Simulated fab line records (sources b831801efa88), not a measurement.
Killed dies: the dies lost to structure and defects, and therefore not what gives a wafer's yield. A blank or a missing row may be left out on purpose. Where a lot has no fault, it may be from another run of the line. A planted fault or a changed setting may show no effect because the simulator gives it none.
Chamber matching    flow sky130    cmp-02 running SKY_VIA1_CMP_24: 4 sister chambers
The step polishes, stops on SiO2, t overpolish 15 s, target thk 0 nm. 20 wafers are shown with their chamber, then 10 later ones without.

WAFERS, EACH WITH ITS CHAMBER
wafer   chamber  motor_current_A (A)  time_to_endpoint_s (s)  overpolish_run_s (s)
L074.1  1        10.1                 62                      14.988
L074.4  2        10.7                 69                      15.021
L074.6  1        10.4                 60                      15.002
L080.3  0        11.6                 59                      15.007
L080.4  2        11.8                 62                      15.006
L080.5  0        11.5                 61                      15.019
L081.1  1        10.3                 58                      14.984
L081.3  3        13.1                 59                      14.992
L081.5  0        11.5                 64                      14.998
L082.1  3        12.9                 55                      14.993
L082.4  1        10.3                 57                      14.998
L082.5  0        11.6                 63                      15.008
L083.1  1        11.0                 58                      15.012
L083.2  3        12.5                 58                      15.000
L083.4  2        10.9                 67                      15.013
L085.1  3        12.0                 59                      15.000
L085.2  1        10.0                 62                      14.995
L085.3  2        11.3                 65                      15.005
L090.1  1        10.3                 60                      14.983
L090.4  3        13.2                 59                      14.982

SIGNATURES (averages over the wafers above)
reading             chamber 0  chamber 1  chamber 2  chamber 3  scatter within a chamber
motor_current_A     11.550     10.343     11.175     12.740     0.38
time_to_endpoint_s  61.75      59.57      65.75      58.00      2.2
overpolish_run_s    15.00800   14.99457   15.01125   14.99340   0.00889
Rule: distance of a wafer from a chamber = root of the sum over the readings of ((wafer's reading minus chamber's mean) / reading's scatter) squared. If the next closest chamber is less than 2 further off than the closest, the wafer can't be placed; otherwise it belongs to the closest. How the scatter is found: for the shown wafers, subtract from each reading the mean of its chamber, square and add these, divide the total by (wafers less chambers), then take the root.

WAFERS WHOSE CHAMBER IS MISSING
wafer   motor_current_A (A)  time_to_endpoint_s (s)  overpolish_run_s (s)
L090.6  11.3                 65                      14.996
L092.1  11.4                 65                      14.995
L092.3  13.3                 56                      15.005
L092.6  10.5                 56                      15.002
L096.1  12.2                 71                      14.986
L096.5  10.5                 66                      15.010
L096.6  11.3                 63                      15.003
L097.1  11.6                 66                      14.997
L097.4  13.8                 66                      15.025
L097.6  10.6                 63                      14.999

CHAMBER TAKEN BY EACH
wafer   from the rows above           in truth
L090.6  can't be placed: 2 or 0 or 1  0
L092.1  can't be placed: 2 or 0 or 1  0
L092.3  3                             3
L092.6  can't be placed: 1 or 0       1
L096.1  can't be placed: 2 or 0 or 3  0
L096.5  can't be placed: 2 or 0 or 1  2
L096.6  can't be placed: 0 or 2       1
L097.1  can't be placed: 2 or 0       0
L097.4  can't be placed: 3 or 0 or 2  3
L097.6  can't be placed: 1 or 2 or 0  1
Correctly placed: 1 of 10. From these rows, 9 cannot be placed; in 8 the true chamber is one of the candidates. Placed wrongly: 0.
